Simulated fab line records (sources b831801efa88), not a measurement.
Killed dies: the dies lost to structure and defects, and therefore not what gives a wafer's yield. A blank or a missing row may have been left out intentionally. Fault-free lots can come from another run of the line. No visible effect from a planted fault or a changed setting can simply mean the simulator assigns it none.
Chamber matching -- flow sfq-line -- SFQ_TRILAYER_I7_CMP_CMP_184 on cmp-01: 4 sister chambers
The step polishes SiO2. 4 wafers are shown with their chamber, then 7 later ones without.

== WAFERS, EACH WITH ITS CHAMBER ==
wafer,chamber,time-to-endpoint-s (s)
L562.1,1,199
L564.2,0,215
L564.5,2,228
L565.1,3,196

== WAFERS MISSING THEIR CHAMBER ==
wafer,time-to-endpoint-s (s)
L566.5,219
L578.2,197
L578.3,207
L578.5,221
L580.4,232
L580.5,211
L580.6,225

== THE CHAMBER EACH PASSED THROUGH ==
wafer,from the rows above,in truth
L566.5,can't be placed: 0 or 2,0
L578.2,can't be placed: 3 or 1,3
L578.3,can't be placed: 0 or 1 or 3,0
L578.5,can't be placed: 0 or 2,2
L580.4,2,2
L580.5,can't be placed: 0 or 1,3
L580.6,can't be placed: 2 or 0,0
1 of 7 placed correctly. Cannot be placed on the basis of these rows: 6; the candidates contain the true chamber in 5. Number placed wrongly: 0.
How it was worked out, from the rows above alone: a wafer's distance from a chamber is the root of the sum, over the readings, of the square of ((its reading less the chamber's mean) divided by the reading's scatter). The wafer belongs to the nearest chamber; if the next one is less than 2 further off, it can't be placed. Each chamber's mean is taken over the wafers shown for it. The scatter: with one shown wafer a chamber, the root of the mean of the squares of how far each hidden wafer lies from its nearest shown one.
